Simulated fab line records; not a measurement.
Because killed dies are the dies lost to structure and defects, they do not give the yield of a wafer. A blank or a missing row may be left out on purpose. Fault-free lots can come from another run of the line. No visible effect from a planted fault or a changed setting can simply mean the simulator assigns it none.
A lot that was struck, set against a sound lot -- flow sfq line -- 15 out of 325 route steps
Sound: the wafers L446.2, L446.5, L446.6. Wafers L459.2, L459.3, L459.6 were the ones struck. The cause is named last.
Per side, at each step with rows, come the tool, then ch with its chambers, and then its first start. Under that, the readings that differ: sound wafers -- struck wafers -- difference of the means -- sigmas: that difference in standard deviations of wafers without a fault.
alike: readings with means less than 2 such deviations apart, plus words and numbers identical on both sides. not compared: withheld readings, readings lacking a value on some wafer, bounds such as >300 that could conceal the same value, and numbers that have no deviation in the record and whose values overlap.
Wherever a step has rows on one side only, a row that says differs or no value, or a row with sigmas, the two part there. When numbers do not overlap yet have no deviation, they are printed without sigmas and do not part them. A reading missing from all wafers of one side parts the sides only when that side holds two or more wafers.

first, 1 step without rows for these wafers: SFQ_TRILAYER_M4_STRIP_SOLV_CLEAN_098 (cleans in NMP, time 600 s).
SFQ_TRILAYER_I4_DEP_PECVD_099: deposits SiO2 from SiH4/N2O, time 111.11 s, target thk 500 nm.
  sound on pecvd-03 ch 0,2, day 34 23:09; struck on pecvd-04 ch 0,1, day 38 16:26
  alike: heater power w, susceptor temp C, throttle valve pct
-- the record jumps here: 3 days lie between the struck wafers' starts before and after --
SFQ_TRILAYER_I4_CMP_CMP_100: polishes SiO2.
  sound on cmp-02 ch 0,1,3, day 37 08:01; struck on cmp-02 ch 0,2,3, day 41 08:42
  alike: motor current A, slurry filter dp kPa, slurry flow ml min, time to endpoint s
SFQ_I4_BOW_MEAS_927:
  sound: film metro-02 at day 37 09:32; struck: film metro-02 at day 41 10:43
  alike: I4_BOW
SFQ_TRILAYER_I4_METRO_MEASURE_101:
  sound: film metro-02 at day 37 09:50; struck: film metro-02 at day 41 11:01
  alike: thk nm
then, 6 steps without rows for these wafers: SFQ_TRILAYER_I4_VIA_LITHO_COAT_108 (resist thk 62 nm); SFQ_TRILAYER_I4_VIA_LITHO_COAT_103 (resist thk 650 nm); SFQ_TRILAYER_I4_VIA_LITHO_SOFTBAKE_107; SFQ_TRILAYER_I4_VIA_LITHO_EXPOSE_104 (exposes mask I4, target cd 700 nm); SFQ_TRILAYER_I4_VIA_LITHO_PEB_106 (peb time 60 s); SFQ_TRILAYER_I4_VIA_LITHO_DEVELOP_105 (time 60 s).
-- the record jumps here: 4 days lie between the struck wafers' starts before and after --
SFQ_I4_OVL_MEAS_928:
  sound: overlay-01 at day 40 18:20; struck: overlay-01 at day 45 08:16
  alike: I4_OVL
SFQ_TRILAYER_I4_VIA_BARC_OPEN_VIA_ETCH_146: etches BARC in O2, target depth 125 nm, time 41.7 s.
  sound on rie diel-03 ch 0,3, day 40 18:22; struck on rie diel-01 ch 0,2, day 45 08:18
reading,sound,struck,difference,sigmas
model.KrF_of_TRILAYER_I4_VIA_LITHO_COAT_103.thk nm (nm),568.4 567.5 569.7,587.2 588.8 586,+18.8,
  alike: chamber pressure mTorr, drypump motor current A, oes product au
  not compared: rf hours counter h
SFQ_TRILAYER_I4_VIA_ETCH_VIA_ETCH_106: etches SiO2 in CHF3, stops on Nb, target depth 260 nm.
  sound on rie diel-03 ch 0,3, day 40 18:24; struck on rie diel-01 ch 0,2, day 45 08:20
reading,sound,struck,difference,sigmas
model.KrF_of_TRILAYER_I4_VIA_LITHO_COAT_103.thk nm (nm),524.2 522.2 525,541.6 546.2 540,+18.8,
  alike: chamber pressure mTorr, drypump motor current A, oes product au
SFQ_TRILAYER_I4_VIA_STRIP_STRIP_107: strips in O2.
  sound on rie metal-04 ch 0,1, day 40 18:31; struck on rie metal-02 ch 1, day 45 08:39
reading,sound,struck,difference,sigmas
drypump motor current A (A),5.1 5.1 4.9,5.9 5.9 5.9,+0.9,+2
  alike: chamber pressure mTorr, he backside leak sccm, oes product au
  not compared: rf hours counter h

WHERE THEY PART
Only at SFQ_TRILAYER_I4_VIA_STRIP_STRIP_107, within this record.

WHY: whatever the simulator had introduced
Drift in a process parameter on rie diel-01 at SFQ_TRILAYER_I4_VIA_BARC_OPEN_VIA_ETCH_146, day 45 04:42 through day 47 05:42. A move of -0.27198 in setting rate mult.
